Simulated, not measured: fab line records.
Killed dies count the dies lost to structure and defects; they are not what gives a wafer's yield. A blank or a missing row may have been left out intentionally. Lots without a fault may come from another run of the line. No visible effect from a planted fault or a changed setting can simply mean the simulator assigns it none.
fab line records	flow sky130
[record] lots = 12	wafers = 36	last-day = 50
route steps=708 shown DNWELL@43 NWELL@77 VT_ADJUST_HVTP@95 PAD_OPEN@708
lots that met no fault: taken from a fault-free run of the same line
start-h: hours from the record's first day to the start of the lot's first wafer shown	wait-h: how many hours have passed since the lot's step before this one	" repeats the value in the row above	L1.1+2: a single row standing in for several wafers	- no value present, or no start provided	* or withheld: withheld	< > ~ a bound
route shown NAME@n: a module of which the file shows steps, and the number in the route of the first	usual: mean/standard deviation taken from wafers without a fault	same: alike in all rows	chamber/n: place in a boat	sites: readings site by site	_std_site: standard deviation of those values	_edge_site: mean of outer sites minus mean of inner sites	radius-mm: for every site, how far away it sits from the centre of the wafer	mask NAME#n: copy n	behind: the tool/chamber that last shaped the wafer	hold: the reason the lot was held/the length of the hold in hours/how it ended	device: transistor that didn't switch, given as n, p or np	end of line: tests of these same wafers at the route's end	for a step that has no rows: nothing shown but its recipe	killed: the dies lost at the first sort to structure and to defects; this is not the yield of the wafer	map: the dies of a wafer, with x for killed, . for not killed, _ for no die there
set.NAME: the setting that was run; set.NAME@STEP: the one run at that earlier step	model.NAME: the simulator's own value behind a step, which no gauge read
one table for each step of the route and one row for each wafer, over a sample of lots
services: when a tool's chamber went out of use (start-h, in hours from the record's first day, below 0 if earlier), for how many hours, and the reason
[[steps]]
[step SKY_DNWELL_STRIP_08]
[recipe] chemistry = O2/N2	power-w = 1400	pressure-mtorr = 1500	platen-temp-c = withheld	o2-flow-sccm = 3000	n2-flow-sccm = 300	overash-fraction = 0.5
[usual] drypump-motor-current-A = 5.5/0.52	oes-product-au = 0.723/0.0042	strip-time-to-endpoint-s = 36.90/0.081
lot.wafer	tool	chamber	start-h	wait-h	drypump-motor-current-A	oes-product-au	rf-hours-counter-h	strip-time-to-endpoint-s
L590.1	plasma-asher-01	1	67.54	0.1	4.7	0.720	39	36.84
L590.4	"	0	"	"	5.9	0.721	-	37.02
L590.6	"	0	"	"	5.9	0.720	-	36.95
L591.2	plasma-asher-02	1	67.89	0.1	5.8	0.727	25	36.92
L591.3	"	0	"	"	6.1	0.719	-	36.91
L591.6	"	1	"	"	5.8	0.731	-	36.90
L592.3	plasma-asher-04	1	70.75	0.1	5.3	0.718	-	36.93
L592.4	"	0	"	"	5.5	0.724	-	36.93
L592.5	"	1	"	"	5.3	0.718	-	36.97
L593.1	plasma-asher-01	0	78.80	0.1	5.9	0.725	41	36.92
L593.3	"	0	"	"	5.9	0.724	-	36.93
L593.5	"	1	"	"	4.8	0.721	-	36.84
L596.4	plasma-asher-01	0	102.08	0.1	5.8	0.715	-	36.86
L596.5	"	0	"	"	5.9	0.720	-	36.75
L596.6	"	1	"	"	4.7	0.719	-	36.79
L597.1	plasma-asher-01	0	109.67	0.1	5.9	0.722	44	36.94
L597.3	"	1	"	"	4.8	0.723	-	37.07
L597.5	"	0	"	"	5.9	0.725	-	37.08
L598.1	plasma-asher-02	0	109.69	0.1	6.1	0.722	29	36.87
L598.2	"	1	"	"	5.8	0.724	29	36.91
L598.6	"	0	"	"	6.1	0.722	-	36.91
L601.3	plasma-asher-01	0	128.45	0.1	5.9	0.720	-	36.92
L601.5	"	0	"	"	5.8	0.717	-	36.83
L601.6	"	1	"	"	4.7	0.718	-	36.76
L604.1	plasma-asher-02	0	138.99	0.1	6.1	0.728	32	36.95
L604.2	"	1	"	"	5.8	0.719	32	37.03
L604.6	"	0	"	"	6.1	0.724	-	37.06
L606.2	plasma-asher-04	1	151.97	0.1	5.3	0.714	3	36.94
L606.4	"	0	"	"	5.5	0.726	-	36.95
L606.6	"	0	"	"	5.5	0.731	-	36.93
L608.2	plasma-asher-02	1	161.80	0.1	5.8	0.727	34	36.96
L608.3	"	0	"	"	6.1	0.732	-	36.99
L608.5	"	0	"	"	6.1	0.720	-	36.75
L610.1	plasma-asher-01	1	168.99	0.1	4.8	0.728	50	36.93
L610.3	"	1	"	"	4.8	0.718	-	36.87
L610.4	"	0	"	"	5.8	0.722	-	36.97
[step SKY_NWELL_IMPLANT_24]
[recipe] species = B	energy-kev = 140	dose-cm2 = 9.2e+12	tilt-deg = withheld
[usual] beam-energy-keV = 140.01/0.043	beam-on-s = 10.01/0.21
lot.wafer	tool	chamber	start-h	wait-h	beam-energy-keV	beam-on-s
L590.1	implanter-04	0	116.70	0.0	139.98	10.03
L590.4	"	0	"	"	139.98	10.16
L590.6	"	0	"	"	140.02	9.79
L591.2	implanter-04	0	117.81	0.0	140.07	9.98
L591.3	"	0	"	"	140.02	10.07
L591.6	"	0	"	"	140.01	10.04
L592.3	implanter-02	0	121.00	0.1	140.03	10.21
L592.4	"	0	"	"	139.90	10.26
L592.5	"	0	"	"	140.02	9.88
L593.1	implanter-02	0	130.39	0.0	140.08	10.35
L593.3	"	0	"	"	140.02	9.81
L593.5	"	0	"	"	140.07	10.25
L596.4	implanter-01	0	158.83	0.1	140.02	10.19
L596.5	"	0	"	"	139.99	10.23
L596.6	"	0	"	"	140.01	10.23
L597.1	implanter-01	0	167.04	0.0	139.98	10.11
L597.3	"	0	"	"	140.00	10.20
L597.5	"	0	"	"	139.95	10.21
L598.1	implanter-02	0	168.70	0.0	140.00	9.61
L598.2	"	0	"	"	140.04	10.14
L598.6	"	0	"	"	139.94	9.86
L601.3	implanter-01	0	190.04	0.1	140.07	9.71
L601.5	"	0	"	"	139.93	9.86
L601.6	"	0	"	"	140.00	10.09
L604.1	implanter-01	0	202.22	0.0	147.51	10.02
L604.2	"	0	"	"	147.45	10.28
L604.6	"	0	"	"	147.54	10.30
L606.2	implanter-01	0	214.51	0.0	147.50	9.79
L606.4	"	0	"	"	147.48	9.82
L606.6	"	0	"	"	147.50	9.70
L608.2	implanter-04	0	227.08	0.0	139.95	9.81
L608.3	"	0	"	"	140.00	9.80
L608.5	"	0	"	"	140.00	9.95
L610.1	implanter-02	0	234.75	0.0	140.01	10.35
L610.3	"	0	"	"	139.99	10.11
L610.4	"	0	"	"	139.96	10.12
[step SKY_NWELL_RTA_28]
[recipe] temp-c = 1050	time-s = 30	idle-temp-c = 650	ramp-up-c-per-s = 150	ramp-down-c-per-s = 90	ambient = N2
[usual] anneal-temp-c-max = 1056.8/2.8	lamp-power-pct = 25.31/0.052	wafer_temp_C_max = 1055.0/1.1
lot.wafer	tool	chamber	start-h	wait-h	anneal-temp-c-max	lamp-power-pct	wafer_temp_C_max
L590.1	rtp-anneal-01	0	117.06	0.0	1061.4	25.29	1054.5
L590.4	"	0	"	"	1060.0	25.26	1056.3
L590.6	"	0	"	"	1061.5	25.31	1055.0
L591.2	rtp-anneal-02	0	118.17	0.0	1054.2	25.31	1054.2
L591.3	"	0	"	"	1054.6	25.29	1054.0
L591.6	"	0	"	"	1054.0	25.35	1053.8
L592.3	rtp-anneal-01	0	121.35	0.0	1058.7	25.26	1056.8
L592.4	"	0	"	"	1060.5	25.34	1054.6
L592.5	"	0	"	"	1058.4	25.22	1055.4
L593.1	rtp-anneal-02	0	130.75	0.0	1054.4	25.27	1053.0
L593.3	"	0	"	"	1055.4	25.41	1052.7
L593.5	"	0	"	"	1054.1	25.26	1055.7
L596.4	rtp-anneal-01	0	159.17	0.1	1062.6	25.33	1056.1
L596.5	"	0	"	"	1060.2	25.34	1054.3
L596.6	"	0	"	"	1059.7	25.31	1054.8
L597.1	rtp-anneal-02	0	167.40	0.0	1053.6	25.41	1055.2
L597.3	"	0	"	"	1052.9	25.36	1056.1
L597.5	"	0	"	"	1054.0	25.24	1054.2
L598.1	rtp-anneal-01	0	169.06	0.0	1059.0	25.24	1053.7
L598.2	"	0	"	"	1059.7	25.31	1055.3
L598.6	"	0	"	"	1059.4	25.30	1054.5
L601.3	rtp-anneal-02	0	190.39	0.0	1052.9	25.22	1054.9
L601.5	"	0	"	"	1054.6	25.34	1054.7
L601.6	"	0	"	"	1054.9	25.30	1055.0
L604.1	rtp-anneal-01	0	202.58	0.0	1060.7	25.29	1053.9
L604.2	"	0	"	"	1058.5	25.35	1054.6
L604.6	"	0	"	"	1060.8	25.34	1054.9
L606.2	rtp-anneal-02	0	214.87	0.0	1057.3	25.24	1053.4
L606.4	"	0	"	"	1053.6	25.28	1054.0
L606.6	"	0	"	"	1055.4	25.22	1055.1
L608.2	rtp-anneal-02	0	227.43	0.0	1054.9	25.28	1053.1
L608.3	"	0	"	"	1054.2	25.34	1056.0
L608.5	"	0	"	"	1056.6	25.40	1055.0
L610.1	rtp-anneal-02	0	235.12	0.0	1054.7	25.24	1055.8
L610.3	"	0	"	"	1054.2	25.29	1055.8
L610.4	"	0	"	"	1055.2	25.28	1054.5
[step SKY_VT_ADJUST_HVTP_STRIP_10]
[recipe] chemistry = O2/N2	power-w = 1400	pressure-mtorr = 1500	platen-temp-c = withheld	o2-flow-sccm = 3000	n2-flow-sccm = 300	overash-fraction = 0.5
[usual] drypump-motor-current-A = 5.36/0.28	oes-product-au = 0.715/0.0045	strip-time-to-endpoint-s = 14.18/0.04
lot.wafer	tool	chamber	start-h	wait-h	drypump-motor-current-A	oes-product-au	rf-hours-counter-h	strip-time-to-endpoint-s
L590.1	plasma-asher-01	1	134.67	0.1	4.75	0.720	47	14.08
L590.4	"	0	"	"	5.87	0.719	-	14.14
L590.6	"	1	"	"	4.74	0.713	-	14.08
L591.2	plasma-asher-04	1	136.47	0.1	5.37	0.714	2	14.17
L591.3	"	1	"	"	5.34	0.719	-	14.17
L591.6	"	0	"	"	5.52	0.718	-	14.12
L592.3	plasma-asher-03	0	140.31	0.1	5.21	0.713	-	14.17
L592.4	"	1	"	"	5.28	0.717	-	14.15
L592.5	"	1	"	"	5.28	0.724	-	14.16
L593.1	plasma-asher-04	0	150.82	0.1	5.60	0.716	3	14.14
L593.3	"	0	"	"	5.59	0.713	-	14.11
L593.5	"	0	"	"	5.57	0.716	-	14.12
L596.4	plasma-asher-04	0	180.02	0.1	5.55	0.714	-	14.20
L596.5	"	1	"	"	5.34	0.711	-	14.16
L596.6	"	0	"	"	5.53	0.711	-	14.17
L597.1	plasma-asher-04	1	188.48	0.1	5.35	0.724	7	14.11
L597.3	"	1	"	"	5.32	0.718	-	14.13
L597.5	"	1	"	"	5.34	0.711	-	14.14
L598.1	plasma-asher-04	1	190.22	0.1	5.31	0.713	7	14.16
L598.2	"	0	"	"	5.54	0.723	7	14.20
L598.6	"	1	"	"	5.33	0.716	-	14.15
L601.3	plasma-asher-01	1	212.46	0.1	4.72	0.714	-	14.18
L601.5	"	1	"	"	4.74	0.712	-	14.21
L601.6	"	0	"	"	5.83	0.714	-	14.21
L604.1	plasma-asher-03	1	225.54	0.1	5.23	0.715	54	14.22
L604.2	"	0	"	"	5.23	0.711	54	14.17
L604.6	"	0	"	"	5.24	0.712	-	14.21
L606.2	plasma-asher-04	1	238.53	0.1	5.34	0.713	12	14.13
L606.4	"	1	"	"	5.33	0.710	-	14.19
L606.6	"	1	"	"	5.27	0.715	-	14.16
L608.2	plasma-asher-04	1	250.62	0.1	5.36	0.717	13	14.21
L608.3	"	0	"	"	5.54	0.718	-	14.19
L608.5	"	0	"	"	5.53	0.707	-	14.21
L610.1	plasma-asher-03	1	259.70	0.1	5.27	0.721	57	14.23
L610.3	"	1	"	"	5.29	0.728	-	14.22
L610.4	"	0	"	"	5.21	0.714	-	14.19
[step SKY_PAD_OPEN_PROBE_99]
[usual] killed_at_M0_to_M3 = 43/7.2	killed_at_M4_up = 3.1/1.8	killed-at-contacts = 24/5.4	killed-at-front-end = 15/4.4	killed-at-other = 0.4/0.56	killed-dies = 86/9.3	killed-on-rim = 17/3.6	killed-open = 47/6.9	killed-short = 39/6.6
[same] gross-dies = 492	killed-at-back-side = 0
lot.wafer	tool	chamber	start-h	wait-h	killed_at_M0_to_M3	killed_at_M4_up	killed-at-contacts	killed-at-front-end	killed-at-other	killed-dies	killed-on-rim	killed-open	killed-short
L590.1	prober-01	-	1092.26	0.1	38	6	15	13	0	72	17	40	32
L590.4	prober-01	-	1092.41	0.2	37	2	23	21	0	83	18	48	35
L590.6	prober-01	-	1092.51	0.2	43	4	27	15	1	90	17	50	40
L591.2	prober-02	-	1093.60	0.1	42	3	23	14	0	82	19	40	42
L591.3	prober-02	-	1093.65	0.2	42	4	20	13	0	79	19	36	43
L591.6	prober-02	-	1093.80	0.2	44	5	19	19	1	88	19	47	41
L592.3	prober-01	-	1095.42	0.2	50	5	25	20	1	101	20	59	42
L592.4	prober-01	-	1095.47	0.2	45	5	31	19	0	100	23	46	54
L592.5	prober-01	-	1095.52	0.2	52	4	21	19	0	96	17	48	48
L593.1	prober-02	-	1104.11	0.1	39	4	26	14	1	84	16	43	41
L593.3	prober-02	-	1104.21	0.2	50	0	11	13	0	74	16	40	34
L593.5	prober-02	-	1104.31	0.2	39	1	24	22	1	87	16	45	42
L596.4	prober-01	-	1132.81	0.2	41	3	25	11	0	80	20	45	35
L596.5	prober-01	-	1132.86	0.2	43	5	31	9	1	89	14	49	40
L596.6	prober-01	-	1132.91	0.2	45	1	28	14	2	90	19	46	43
L598.1	prober-02	-	1138.69	0.1	46	2	23	17	0	88	15	45	43
L598.2	prober-02	-	1138.74	0.1	43	2	30	13	0	88	18	52	36
L598.6	prober-02	-	1138.94	0.2	44	4	25	13	0	86	9	54	32
L597.1	prober-01	-	1142.17	0.1	34	1	22	15	1	73	18	46	27
L597.3	prober-01	-	1142.27	0.2	50	1	39	15	0	105	18	59	45
L597.5	prober-01	-	1142.37	0.2	45	6	40	8	0	99	25	58	40
L601.3	prober-02	-	1158.65	0.2	41	3	31	13	1	89	22	50	38
L601.5	prober-02	-	1158.75	0.2	42	4	25	16	0	87	18	57	30
L601.6	prober-02	-	1158.80	0.2	39	2	32	11	1	85	19	53	31
L604.1	prober-01	-	1178.15	0.1	37	2	31	24	0	94	19	51	42
L604.2	prober-01	-	1178.20	0.1	45	3	25	9	2	84	19	41	43
L604.6	prober-01	-	1178.40	0.2	52	5	25	17	0	99	20	55	44
L606.2	prober-01	-	1181.20	0.1	47	3	25	13	0	88	23	53	34
L606.4	prober-01	-	1181.30	0.2	34	3	23	10	0	70	10	46	24
L606.6	prober-01	-	1181.40	0.2	29	2	32	15	0	78	16	46	32
L608.2	prober-01	-	1184.65	0.1	41	2	25	12	0	80	10	57	23
L608.3	prober-01	-	1184.70	0.2	55	4	17	9	0	85	19	46	39
L608.5	prober-01	-	1184.80	0.2	39	2	24	6	0	71	17	37	34
L610.1	prober-01	-	1196.70	0.1	39	10	22	11	1	83	18	42	41
L610.3	prober-01	-	1196.80	0.2	43	0	31	12	0	86	12	50	36
L610.4	prober-01	-	1196.85	0.2	34	6	30	11	1	82	11	37	43
// killed by level:class
L590.1 VIA1:geometric-particle:open=15 METAL2:geometric-particle:short=6 CONTACT:geometric-particle:open=5 CONTACT:geometric-particle:short=4 METAL1:geometric-particle:short=4 VIA2:geometric-particle:open=4 FIELD_ISO:geometric-particle:open=3 POLY_GATE:geometric-particle:short=3
L590.4 VIA3:geometric-particle:open=8 LI_CONTACT:geometric-particle:open=7 VIA1:geometric-particle:open=7 VIA2:geometric-particle:open=6 FIELD_ISO:geometric-particle:open=5 FIELD_ISO:geometric-particle:short=5 LOCAL_INTERCONNECT:geometric-particle:short=5 POLY_GATE:geometric-particle:open=4
L590.6 VIA1:geometric-particle:open=9 CONTACT:geometric-particle:open=8 VIA3:geometric-particle:open=7 FIELD_ISO:geometric-particle:short=6 LI_CONTACT:geometric-particle:open=6 VIA2:geometric-particle:open=6 LOCAL_INTERCONNECT:geometric-particle:short=5 METAL2:geometric-particle:short=5
L591.2 CONTACT:geometric-particle:open=8 VIA2:geometric-particle:open=8 CONTACT:geometric-particle:short=7 VIA1:geometric-particle:open=7 VIA2:geometric-particle:short=5 METAL3:geometric-particle:short=5 POLY_GATE:geometric-particle:short=4 LI_CONTACT:geometric-particle:short=4
L591.3 VIA1:geometric-particle:open=9 CONTACT:geometric-particle:open=7 METAL3:geometric-particle:short=6 VIA2:geometric-particle:open=5 CONTACT:geometric-particle:short=5 METAL2:geometric-particle:short=5 POLY_GATE:geometric-particle:short=4 VIA1:geometric-particle:short=4
L591.6 CONTACT:geometric-particle:open=9 VIA1:geometric-particle:open=8 LI_CONTACT:geometric-particle:open=6 VIA3:geometric-particle:open=6 VIA1:geometric-particle:short=5 VIA2:geometric-particle:short=5 VIA2:geometric-particle:open=5 POLY_GATE:geometric-particle:open=4
L592.3 VIA1:geometric-particle:open=13 VIA2:geometric-particle:open=11 LI_CONTACT:geometric-particle:open=9 CONTACT:geometric-particle:open=7 POLY_GATE:geometric-particle:short=6 METAL1:geometric-particle:short=6 METAL2:geometric-particle:short=5 FIELD_ISO:geometric-particle:open=4
L592.4 CONTACT:geometric-particle:open=14 VIA1:geometric-particle:open=9 METAL3:geometric-particle:short=7 POLY_GATE:geometric-particle:short=6 CONTACT:geometric-particle:short=6 METAL1:geometric-particle:short=6 FIELD_ISO:geometric-particle:open=5 LI_CONTACT:geometric-particle:open=5
L592.5 VIA1:geometric-particle:open=11 VIA3:geometric-particle:open=9 CONTACT:geometric-particle:open=8 METAL1:geometric-particle:short=8 FIELD_ISO:geometric-particle:short=6 CONTACT:geometric-particle:short=6 VIA2:geometric-particle:open=6 POLY_GATE:geometric-particle:short=5
L593.1 LOCAL_INTERCONNECT:geometric-particle:short=7 CONTACT:geometric-particle:open=7 VIA2:geometric-particle:open=7 VIA1:geometric-particle:open=7 LI_CONTACT:geometric-particle:open=6 VIA3:geometric-particle:open=5 CONTACT:geometric-particle:short=4 VIA1:geometric-particle:short=4
L593.3 VIA1:geometric-particle:open=9 METAL1:geometric-particle:short=9 VIA2:geometric-particle:open=7 VIA3:geometric-particle:open=5 POLY_GATE:geometric-particle:short=4 VIA1:geometric-particle:short=4 METAL1:geometric-particle:open=4 POLY_GATE:geometric-particle:open=3
L593.5 VIA1:geometric-particle:open=10 CONTACT:geometric-particle:open=8 VIA3:geometric-particle:open=7 POLY_GATE:geometric-particle:short=6 LI_CONTACT:geometric-particle:open=6 FIELD_ISO:geometric-particle:short=5 METAL2:geometric-particle:short=5 FIELD_ISO:geometric-particle:open=4
L596.4 LI_CONTACT:geometric-particle:open=7 VIA1:geometric-particle:open=7 VIA2:geometric-particle:open=7 CONTACT:geometric-particle:open=6 METAL2:geometric-particle:short=6 FIELD_ISO:geometric-particle:open=5 LOCAL_INTERCONNECT:geometric-particle:short=5 METAL1:geometric-particle:short=5
L596.5 LI_CONTACT:geometric-particle:open=11 VIA3:geometric-particle:open=8 LOCAL_INTERCONNECT:geometric-particle:short=7 CONTACT:geometric-particle:open=7 VIA2:geometric-particle:open=7 METAL1:geometric-particle:short=6 VIA1:geometric-particle:open=6 METAL2:geometric-particle:short=5
L596.6 CONTACT:geometric-particle:open=10 METAL2:geometric-particle:short=8 VIA1:geometric-particle:short=7 LOCAL_INTERCONNECT:geometric-particle:short=6 VIA1:geometric-particle:open=6 VIA2:geometric-particle:open=5 METAL3:geometric-particle:short=5 FIELD_ISO:geometric-particle:open=4
L598.1 VIA1:geometric-particle:open=11 METAL1:geometric-particle:short=9 CONTACT:geometric-particle:open=7 FIELD_ISO:geometric-particle:short=6 LI_CONTACT:geometric-particle:open=6 CONTACT:geometric-particle:short=6 METAL2:geometric-particle:short=5 FIELD_ISO:geometric-particle:open=4
L598.2 VIA1:geometric-particle:open=14 LI_CONTACT:geometric-particle:open=13 CONTACT:geometric-particle:open=6 VIA1:geometric-particle:short=6 LOCAL_INTERCONNECT:geometric-particle:short=5 CONTACT:geometric-particle:short=5 METAL1:geometric-particle:short=4 METAL1:geometric-particle:open=4
L598.6 VIA1:geometric-particle:open=10 LI_CONTACT:geometric-particle:open=9 CONTACT:geometric-particle:open=9 VIA2:geometric-particle:open=8 METAL1:geometric-particle:short=6 METAL2:geometric-particle:short=5 VIA1:geometric-particle:short=5 FIELD_ISO:geometric-particle:short=4
L597.1 CONTACT:geometric-particle:open=9 VIA1:geometric-particle:open=8 LI_CONTACT:geometric-particle:open=7 VIA3:geometric-particle:open=6 METAL1:geometric-particle:short=5 FIELD_ISO:geometric-particle:open=4 POLY_CUT:geometric-particle:open=4 METAL2:geometric-particle:short=3
L597.3 LI_CONTACT:geometric-particle:open=12 CONTACT:geometric-particle:open=12 VIA1:geometric-particle:short=9 METAL2:geometric-particle:short=8 VIA2:geometric-particle:open=8 VIA3:geometric-particle:open=8 VIA1:geometric-particle:open=7 POLY_GATE:geometric-particle:open=5
L597.5 CONTACT:geometric-particle:open=18 VIA1:geometric-particle:open=12 LI_CONTACT:geometric-particle:open=8 CONTACT:geometric-particle:short=8 VIA3:geometric-particle:open=6 METAL2:geometric-particle:short=5 VIA2:geometric-particle:open=5 VIA2:geometric-particle:short=4
L601.3 VIA1:geometric-particle:open=13 CONTACT:geometric-particle:open=7 LI_CONTACT:geometric-particle:open=6 LOCAL_INTERCONNECT:geometric-particle:short=6 CONTACT:geometric-particle:short=6 VIA1:geometric-particle:short=5 METAL1:geometric-particle:short=5 METAL2:geometric-particle:short=5
L601.5 CONTACT:geometric-particle:open=12 VIA2:geometric-particle:open=8 VIA1:geometric-particle:open=8 VIA3:geometric-particle:open=7 LI_CONTACT:geometric-particle:open=6 FIELD_ISO:geometric-particle:open=5 FIELD_ISO:geometric-particle:short=4 POLY_GATE:geometric-particle:short=4
L601.6 CONTACT:geometric-particle:open=14 VIA2:geometric-particle:open=10 VIA1:geometric-particle:open=9 LI_CONTACT:geometric-particle:open=7 LOCAL_INTERCONNECT:geometric-particle:short=5 METAL1:geometric-particle:short=5 FIELD_ISO:geometric-particle:short=3 CONTACT:geometric-particle:short=3
L604.1 CONTACT:geometric-particle:open=10 VIA1:geometric-particle:open=10 LI_CONTACT:geometric-particle:open=7 VIA3:geometric-particle:open=7 FIELD_ISO:geometric-particle:short=6 CONTACT:geometric-particle:short=6 VIA2:geometric-particle:open=5 POLY_GATE:geometric-particle:short=4
L604.2 VIA1:geometric-particle:open=14 CONTACT:geometric-particle:open=8 LOCAL_INTERCONNECT:geometric-particle:short=6 VIA3:geometric-particle:short=6 CONTACT:geometric-particle:short=5 METAL1:geometric-particle:short=5 LI_CONTACT:geometric-particle:open=4 METAL2:geometric-particle:short=4
L604.6 CONTACT:geometric-particle:open=13 VIA1:geometric-particle:open=12 VIA3:geometric-particle:open=9 FIELD_ISO:geometric-particle:open=8 METAL1:geometric-particle:short=7 METAL2:geometric-particle:short=6 CONTACT:geometric-particle:short=6 VIA1:geometric-particle:short=6
L606.2 CONTACT:geometric-particle:open=11 VIA3:geometric-particle:open=10 VIA2:geometric-particle:open=8 LI_CONTACT:geometric-particle:open=7 VIA1:geometric-particle:open=6 METAL3:geometric-particle:short=6 METAL2:geometric-particle:short=6 FIELD_ISO:geometric-particle:short=4
L606.4 CONTACT:geometric-particle:open=9 VIA1:geometric-particle:open=9 VIA3:geometric-particle:open=7 VIA2:geometric-particle:open=6 LI_CONTACT:geometric-particle:open=4 LOCAL_INTERCONNECT:geometric-particle:short=4 CONTACT:geometric-particle:short=4 FIELD_ISO:geometric-particle:open=3
L606.6 CONTACT:geometric-particle:open=12 LOCAL_INTERCONNECT:geometric-particle:short=9 VIA1:geometric-particle:open=8 VIA2:geometric-particle:open=6 LI_CONTACT:geometric-particle:open=5 VIA3:geometric-particle:open=5 VIA2:geometric-particle:short=3 POLY_GATE:geometric-particle:open=3
L608.2 VIA1:geometric-particle:open=13 CONTACT:geometric-particle:open=10 LI_CONTACT:geometric-particle:open=9 VIA3:geometric-particle:open=8 FIELD_ISO:geometric-particle:open=5 VIA2:geometric-particle:open=5 VIA1:geometric-particle:short=3 LOCAL_INTERCONNECT:geometric-particle:short=3
L608.3 VIA1:geometric-particle:open=17 METAL2:geometric-particle:short=8 LI_CONTACT:geometric-particle:open=7 VIA2:geometric-particle:open=7 VIA3:geometric-particle:open=6 METAL1:geometric-particle:short=4 METAL3:geometric-particle:short=4 POLY_GATE:geometric-particle:short=3
L608.5 CONTACT:geometric-particle:open=9 VIA1:geometric-particle:open=8 LI_CONTACT:geometric-particle:open=7 METAL1:geometric-particle:short=7 VIA3:geometric-particle:open=5 METAL2:geometric-particle:short=4 VIA2:geometric-particle:short=4 VIA2:geometric-particle:open=4
L610.1 VIA1:geometric-particle:open=11 CONTACT:geometric-particle:open=10 METAL4:geometric-particle:short=6 FIELD_ISO:geometric-particle:short=5 METAL1:geometric-particle:short=5 VIA2:geometric-particle:open=5 CONTACT:geometric-particle:short=4 VIA3:geometric-particle:short=3
L610.3 CONTACT:geometric-particle:open=12 VIA1:geometric-particle:open=11 LI_CONTACT:geometric-particle:open=11 METAL3:geometric-particle:short=6 VIA3:geometric-particle:open=6 METAL1:geometric-particle:short=5 CONTACT:geometric-particle:short=4 VIA1:geometric-particle:short=4
L610.4 LOCAL_INTERCONNECT:geometric-particle:short=8 VIA1:geometric-particle:short=7 VIA1:geometric-particle:open=7 CONTACT:geometric-particle:open=6 LI_CONTACT:geometric-particle:open=5 CONTACT:geometric-particle:short=5 FIELD_ISO:geometric-particle:short=4 LI_CONTACT:geometric-particle:short=4
[[services]]
tool	chamber	start-h	hours	kind
plasma-asher-04	-	75.66	8.8	repair
implanter-04	-	96.49	2.7	pm
implanter-02	-	106.30	2.5	repair
plasma-asher-04	-	108.75	9.0	pm
plasma-asher-04	0	108.75	9.0	vent-cycle
plasma-asher-04	1	108.75	9.0	vent-cycle
implanter-02	-	114.20	1.3	repair
plasma-asher-04	0	117.75	-	clean
plasma-asher-04	1	117.75	-	clean
implanter-01	-	124.52	2.6	repair
plasma-asher-03	-	133.71	0.7	repair
implanter-04	-	143.94	7.8	repair
implanter-04	-	172.24	4.9	repair
plasma-asher-04	-	183.31	1.2	repair
implanter-01	-	204.51	7.7	pm
implanter-04	-	216.18	1.2	repair
plasma-asher-04	-	231.86	0.7	repair
implanter-02	-	243.80	2.1	repair
implanter-02	-	258.94	4.4	repair
[[key]]
[first-sign] step = SKY_NWELL_IMPLANT_24	reading = beam-energy-keV	direction = up	sigmas = 99+	usual = *	struck = *
effect none on later readings
met-at SKY_NWELL_IMPLANT_24
struck-lots L604,L606
tester-left-out L604,L606
not-acting-at SKY_DNWELL_STRIP_08,SKY_NWELL_RTA_28,SKY_VT_ADJUST_HVTP_STRIP_10
onset-between 190.04 202.22
[fault] kind = process-parameter-drift	tool = implanter-01	chamber = -	onset-h = 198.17	steps = SKY_NWELL_IMPLANT_24	channel = energy-kev	offset = *	shape = step	end-h = 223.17	acts-in = *	stated = *
// tester-left-out: of these lots the tester's yield and bins aren't shown, on N5 and GAA mostly nor the transistor test; their killed dies are dies lost to structure and defects alone, not to doping, threshold or leakage, so they don't give the yield
